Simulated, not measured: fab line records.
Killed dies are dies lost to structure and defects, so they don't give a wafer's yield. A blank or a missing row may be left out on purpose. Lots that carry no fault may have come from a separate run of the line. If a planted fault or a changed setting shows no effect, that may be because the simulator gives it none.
Matching of chambers    flow sky130    rie diel-04 running SKY_POLY_GATE_ETCH_15: 4 sister chambers
The step etches BARC in N2/H2, stops on SiO2, time 118.5 s, target depth 110 nm. 16 wafers are shown with their chamber, then 8 later ones without.

## WAFERS PAIRED WITH THEIR CHAMBERS
wafer   chamber  drypump motor current A (A)  oes product au (a.u.)  throttle valve pct (%)
L076.2  0        5.8                          0.713                  13.234
L076.3  1        6.2                          0.706                  13.220
L076.6  1        6.2                          0.713                  13.228
L077.1  0        5.8                          0.714                  13.223
L077.2  1        6.2                          0.718                  13.206
L077.3  3        6.6                          0.712                  13.194
L077.4  2        6.1                          0.705                  13.224
L077.5  1        6.1                          0.706                  13.200
L077.6  2        6.1                          0.710                  13.219
L080.3  3        6.6                          0.725                  13.212
L080.5  3        6.6                          0.719                  13.206
L080.6  2        6.1                          0.712                  13.226
L082.1  0        5.8                          0.712                  13.225
L082.3  3        6.6                          0.728                  13.217
L082.6  3        6.6                          0.722                  13.228
L084.1  1        6.2                          0.724                  13.216

SIGNATURES (averages over the wafers above)
reading                  chamber 0  chamber 1  chamber 2  chamber 3  scatter within a chamber
drypump motor current A  5.800      6.180      6.100      6.600      0.0258
oes product au           0.71300    0.71340    0.70900    0.72120    0.00593
throttle valve pct       13.22733   13.21400   13.22300   13.21140   0.0101
Rule: a wafer lies at a distance from a chamber equal to the root of the sum of squares, over the readings, of (its reading less the chamber's mean, divided by the reading's scatter). The wafer belongs to the nearest chamber; if the next one is less than 2 further off, it can't be placed. How the scatter is found: for the shown wafers, subtract from each reading the mean of its chamber, square and add these, divide the total by (wafers less chambers), then take the root.

## WAFERS WHOSE CHAMBER IS MISSING
wafer   drypump motor current A (A)  oes product au (a.u.)  throttle valve pct (%)
L084.3  5.8                          0.714                  13.212
L084.6  6.6                          0.714                  13.200
L090.1  6.6                          0.716                  13.209
L090.2  5.8                          0.714                  13.196
L090.5  5.8                          0.710                  13.198
L093.1  6.2                          0.721                  13.211
L093.3  6.6                          0.714                  13.224
L093.4  6.2                          0.714                  13.219

## THE CHAMBER EACH PASSED THROUGH
wafer   from the rows above  in truth
L084.3  0                    0
L084.6  3                    3
L090.1  3                    3
L090.2  0                    0
L090.5  0                    0
L093.1  1                    1
L093.3  3                    3
L093.4  1                    1
Placed correctly: 8 of 8. Left unplaced by these rows: 0. Number placed wrongly: 0.
